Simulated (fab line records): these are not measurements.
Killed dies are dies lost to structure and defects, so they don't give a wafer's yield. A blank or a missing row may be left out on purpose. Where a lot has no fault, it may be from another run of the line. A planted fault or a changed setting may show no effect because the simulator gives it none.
2 desks looking at one fault || flow sky130 || every desk sees just its own numbers, and what lay behind them comes last

AT THE METROLOGY DESK
Means of the sampled wafers that have a number, per lot and without regard to the tool the lot ran on: this is what the gauges read. If a lot's mean is further than 4 standard deviations from the usual mean, the lot is out of limits and carries the mark OUT (the distance appears in the brackets).
Columns: A = DNWELL_TW at SKY_DNWELL_TW_MEAS_09, usual 1115; B = VT_ADJUST_LVTN_TW at SKY_VT_ADJUST_LVTN_TW_MEAS_10, usual 243.0
{"lot": "L411", "first seen here": "day 3 14:50", "A": 1110, "B": 243.5}
{"lot": "L413", "first seen here": "day 4 03:17", "A": 1114, "B": 243.2}
{"lot": "L414", "first seen here": "day 4 09:23", "A": 1114, "B": 243.5}
{"lot": "L415", "first seen here": "day 4 14:43", "A": 1114, "B": 243.4}
{"lot": "L416", "first seen here": "day 4 20:23", "A": 1117, "B": 243.6}
{"lot": "L417", "first seen here": "day 5 02:16", "A": 1122, "B": 243.2}
{"lot": "L418", "first seen here": "day 5 04:39", "A": 1117, "B": 243.3}
{"lot": "L423", "first seen here": "day 6 06:39", "A": 1116, "B": 242.2}
{"lot": "L424", "first seen here": "day 6 13:50", "A": 1115, "B": 244.4}
{"lot": "L426", "first seen here": "day 7 00:04", "A": 1117, "B": 242.7}
{"lot": "L427", "first seen here": "day 7 05:06", "A": 1107, "B": 242.3}
{"lot": "L429", "first seen here": "day 7 14:34", "A": 1115, "B": 242.2}
{"lot": "L431", "first seen here": "day 8 03:12", "A": 1115, "B": 244.2}
Finding of this desk: none of the 13 lots has anything out of limits.

DESK OF THE TOOL OWNER: rie_si-02
The tool's own readings at SKY_POLY_GATE_ETCH_17 (etches poly-Si in HBr/Cl2, stops on SiO2, target depth 180 nm, time 70.5 s): means of the sampled wafers that have a number, for each lot that ran on this tool. If a lot's mean is further than 4 standard deviations from the usual mean, the lot is out of limits and carries the mark OUT (the distance appears in the brackets).
Columns: A = drypump_motor_current_A at SKY_POLY_GATE_ETCH_17, usual 5.8 A; B = oes_product_au at SKY_POLY_GATE_ETCH_17, usual 0.988 a.u.; C = rf_fwd_power_W at SKY_POLY_GATE_ETCH_17, usual 397.1 W; D = throttle_valve_pct at SKY_POLY_GATE_ETCH_17, usual 33.683 %
{"lot": "L411", "first seen here": "day 17 17:55", "A": 5.9, "B": 0.990, "C": 395.6, "D": 33.681}
{"lot": "L415", "first seen here": "day 19 00:52", "A": 5.7, "B": 0.979, "C": 396.6, "D": 33.687}
{"lot": "L416", "first seen here": "day 19 05:34", "A": 5.9, "B": 0.983, "C": 396.8, "D": 33.684}
{"lot": "L418", "first seen here": "day 20 01:17", "A": 6.0, "B": 0.979, "C": 397.8, "D": 33.687}
{"lot": "L424", "first seen here": "day 22 03:25", "A": 5.7, "B": 1.000, "C": "461.3 (+38) OUT", "D": 33.683}
{"lot": "L426", "first seen here": "day 22 19:13", "A": 5.9, "B": 1.003, "C": "461.2 (+38) OUT", "D": 33.678}
This desk's verdict: out of limits on L424, L426, starting with L424 at day 22 03:25 (rf_fwd_power_W at SKY_POLY_GATE_ETCH_17). L411, L415, L416, L418: within limits.

TAKEN TOGETHER
An alarm could have come from the tool owner's desk at day 22 03:25, on L424, L426.
Nothing out of limits was seen by the metrology desk.
The metrology desk has L424, L426 on record, within its limits.
On rie_si-02, each named lot ran SKY_POLY_GATE_ETCH_17.

WHAT THE SIMULATOR HAD INSERTED
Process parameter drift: rie_si-02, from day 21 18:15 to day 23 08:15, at SKY_POLY_GATE_ETCH_17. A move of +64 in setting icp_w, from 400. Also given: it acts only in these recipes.
Shown lots that were struck: L424, L426.
Delay in hours, fault start to first out-of-limits reading, by desk: the tool owner's desk at 9.
